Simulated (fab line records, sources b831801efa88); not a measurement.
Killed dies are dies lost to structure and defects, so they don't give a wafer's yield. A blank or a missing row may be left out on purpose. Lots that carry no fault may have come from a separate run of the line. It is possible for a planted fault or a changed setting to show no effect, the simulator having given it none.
What tool caused it? :: flow sky130 :: Sampling: 7 lots, 21 wafers, 2 of 708 route steps

== WHAT THE GAUGES READ, wafer by wafer ==
SKY_METAL2_RS_MEAS_05: measurement is done with a four-point probe.
lot: L262
measured: day 35 07:14
on: film_metro-04
METAL2_ALCU_RS (ohm/sq): 0.1272 0.1279 0.1278

lot: L267
measured: day 36 20:52
on: film_metro-02
METAL2_ALCU_RS (ohm/sq): 8.6110 8.5636 8.6988

lot: L269
measured: day 37 16:35
on: film_metro-02
METAL2_ALCU_RS (ohm/sq): 8.7615 8.7696 8.6595

lot: L275
measured: day 39 03:57
on: film_metro-02
METAL2_ALCU_RS (ohm/sq): 0.1267 0.1252 0.1267

lot: L277
measured: day 39 23:40
on: film_metro-02
METAL2_ALCU_RS (ohm/sq): 0.1246 0.1253 0.1245

lot: L280
measured: day 40 12:22
on: film_metro-03
METAL2_ALCU_RS (ohm/sq): 0.1267 0.1249 0.1255

lot: L281
measured: day 40 23:43
on: film_metro-04
METAL2_ALCU_RS (ohm/sq): 0.1297 0.1273 0.1298

== WHAT TOOL EACH LOT RAN ON (gives the tool, then ch and the chambers of the sampled wafers, and finally the start) ==
lot: L262
SKY_METAL2_SPUTTER_02: pvd_sputter-03, day 35 07:07

lot: L267
SKY_METAL2_SPUTTER_02: pvd_sputter-04, day 36 20:43

lot: L269
SKY_METAL2_SPUTTER_02: pvd_sputter-04, day 37 16:30

lot: L275
SKY_METAL2_SPUTTER_02: pvd_sputter-03, day 39 03:52

lot: L277
SKY_METAL2_SPUTTER_02: pvd_sputter-03, day 39 23:32

lot: L280
SKY_METAL2_SPUTTER_02: pvd_sputter-03, day 40 12:16

lot: L281
SKY_METAL2_SPUTTER_02: pvd_sputter-01, day 40 23:36
- SKY_METAL2_SPUTTER_02: material AlCu, target thk 250 nm, time 13.3 s.

== THE ANSWER, worked out from the rows above alone ==
Rule: the usual values come from the lots themselves. Put in order of their means at a reading, lots are off if they are a third of the lots or fewer, leave a main group of 4 or more, and stand apart from it by a gap of 3 or more times the standard deviation of the main group's means; of several such gaps the widest counts. The tables above print the reading to a certain number of digits; a main group whose means all agree to those digits is not used. Also off: a lot with no number at a reading for which 4 or more lots have one. The other lots that the step has rows for count as sound.
Off: at SKY_METAL2_RS_MEAS_05 (METAL2_ALCU_RS), L267, L269. The main group: mean 0.1267 ohm/sq, standard deviation 0.0015.
If a tool, at a process step before that reading, ran all the lots that are off and no sound lot after the first of them, it fits. Those tools and the gauges at SKY_METAL2_RS_MEAS_05 are tried in the same way. One candidate fits, namely pvd_sputter-04 at SKY_METAL2_SPUTTER_02. It ran no sound lot before its first lot that is off in this sample, so the start can't be narrowed down.

== WHAT THE SIMULATOR PUT IN ==
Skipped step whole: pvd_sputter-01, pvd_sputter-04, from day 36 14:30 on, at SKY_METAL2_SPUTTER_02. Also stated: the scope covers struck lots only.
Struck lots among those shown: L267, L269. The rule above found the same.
